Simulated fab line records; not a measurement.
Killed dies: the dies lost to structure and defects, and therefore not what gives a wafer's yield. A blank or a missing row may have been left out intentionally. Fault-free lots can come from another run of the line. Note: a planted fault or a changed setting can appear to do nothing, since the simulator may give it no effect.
Which tool was responsible?    flow sky130    18 wafers from 6 lots sampled at 4 of the route's 708 steps

## WHAT EACH GAUGE READ, for each wafer
SKY_VIA2_CD_MEAS_12: the cd target is 200 nm.
lot   measured      on         cd-nm (nm)
L189  day 38 01:49  cd-sem-02  198.1 197.6 198.7
L191  day 38 21:19  cd-sem-02  199.6 196.3 197.3
L194  day 39 21:19  cd-sem-02  200.7 200.4 199.1
L201  day 41 17:16  cd-sem-01  199.5 198.8 198.8
L205  day 42 15:35  cd-sem-02  199.7 200.3 199.7
L207  day 43 06:23  cd-sem-02  201.6 201.0 200.4

## WHICH TOOL RAN EACH LOT (tool, then ch and the chambers of the sampled wafers, then the start)
lot   SKY_METAL2_METAL_ETCH_19           SKY_VIA2_CMP_02                SKY_VIA2_DEVELOP_11
L189  rie-metal-03 ch 0, day 36 22:45    cmp-02 ch 0,1,2, day 36 23:46  litho-track-02 ch 0, day 38 01:00
L191  rie-metal-01 ch 0,1, day 37 18:02  cmp-02 ch 2,3, day 37 19:01    litho-track-02 ch 0, day 38 21:00
L194  rie-metal-04 ch 0,1, day 38 19:16  cmp-02 ch 0,2,3, day 38 20:11  litho-track-04 ch 0, day 39 21:00
L201  rie-metal-04 ch 0,1, day 40 15:16  cmp-01 ch 0,1,2, day 40 16:35  litho-track-03 ch 0, day 41 17:00
L205  rie-metal-03 ch 0,1, day 41 14:12  cmp-01 ch 0,2,3, day 41 15:08  litho-track-03 ch 0, day 42 15:00
L207  rie-metal-01 ch 0,1, day 42 05:28  cmp-01 ch 0,1,2, day 42 06:25  litho-track-02 ch 0, day 43 06:00
- SKY_METAL2_METAL_ETCH_19: etches the open film in Cl2/BCl3, stops on SiO2, target depth 360 nm, time 78 s.
- SKY_VIA2_CMP_02: polishes SiO2.
- SKY_VIA2_DEVELOP_11: develop time 60 s.

## THE ANSWER, worked out from the rows above alone
Rule: what is usual is taken from the lots themselves. Put in order of their means at a reading, lots are off if they are a third of the lots or fewer, leave a main group of 4 or more, and stand apart from it by a gap of 3 or more times the standard deviation of the main group's means; of several such gaps the widest counts. If all means in a main group match to the digits the tables above print for the reading, that group is not used. A lot without any number at a reading at which 4 lots or more have one is off too. All remaining lots with rows at the step are treated as sound.
Nothing can be told from this: no lot is off at any reading shown.

## WHAT WAS PUT IN BY THE SIMULATOR
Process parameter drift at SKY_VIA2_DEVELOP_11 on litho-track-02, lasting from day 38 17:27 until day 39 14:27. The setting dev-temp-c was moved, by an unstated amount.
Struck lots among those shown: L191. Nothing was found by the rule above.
